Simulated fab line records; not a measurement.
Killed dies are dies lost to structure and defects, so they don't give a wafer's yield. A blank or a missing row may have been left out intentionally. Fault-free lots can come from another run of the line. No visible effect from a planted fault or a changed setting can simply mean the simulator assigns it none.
Matching of chambers + flow sky130 + cmp-01 running SKY_VIA3_CMP_24: 4 sister chambers
The step polishes, stops on SiO2, t overpolish 20 s, target thk 0 nm. 8 wafers are shown with their chamber, then 8 later ones without.

WAFERS PAIRED WITH THEIR CHAMBERS
| wafer  | chamber | motor_current_A (A) | time_to_endpoint_s (s) |
|--------|---------|---------------------|------------------------|
| L078.4 | 1       | 11.2                | 91                     |
| L080.3 | 1       | 11.1                | 87                     |
| L082.6 | 0       | 11.9                | 85                     |
| L083.1 | 0       | 12.2                | 87                     |
| L086.2 | 2       | 9.2                 | 88                     |
| L086.4 | 3       | 11.9                | 94                     |
| L086.5 | 2       | 8.9                 | 90                     |
| L087.1 | 3       | 11.4                | 96                     |

WAFERS WITHOUT THEIR CHAMBER
| wafer  | motor_current_A (A) | time_to_endpoint_s (s) |
|--------|---------------------|------------------------|
| L087.2 | 11.3                | 95                     |
| L087.4 | 9.1                 | 90                     |
| L089.1 | 9.0                 | 88                     |
| L089.4 | 11.2                | 91                     |
| L089.6 | 11.2                | 93                     |
| L094.3 | 10.7                | 92                     |
| L094.5 | 11.8                | 92                     |
| L094.6 | 8.5                 | 89                     |

WHICH CHAMBER EACH WENT THROUGH
| wafer  | from the rows above          | in truth |
|--------|------------------------------|----------|
| L087.2 | can't be placed: 3 or 1      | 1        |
| L087.4 | 2                            | 2        |
| L089.1 | 2                            | 2        |
| L089.4 | can't be placed: 1 or 3      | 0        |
| L089.6 | can't be placed: 1 or 3      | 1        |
| L094.3 | can't be placed: 1 or 3      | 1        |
| L094.5 | can't be placed: 3 or 1 or 0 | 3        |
| L094.6 | 2                            | 2        |
3 of 8 placed correctly. Cannot be placed on the basis of these rows: 5; the candidates contain the true chamber in 4. Placed wrongly: 0.
How it was worked out, from the rows above alone: a wafer's distance from a chamber is the root of the sum, over the readings, of the square of ((its reading less the chamber's mean) divided by the reading's scatter). The wafer belongs to the nearest chamber; if the next one is less than 2 further off, it can't be placed. Each chamber's mean is taken over the wafers shown for it. The scatter is the square root of a quotient: the sum, over the shown wafers, of each reading's squared deviation from its chamber's mean, divided by wafers minus chambers.
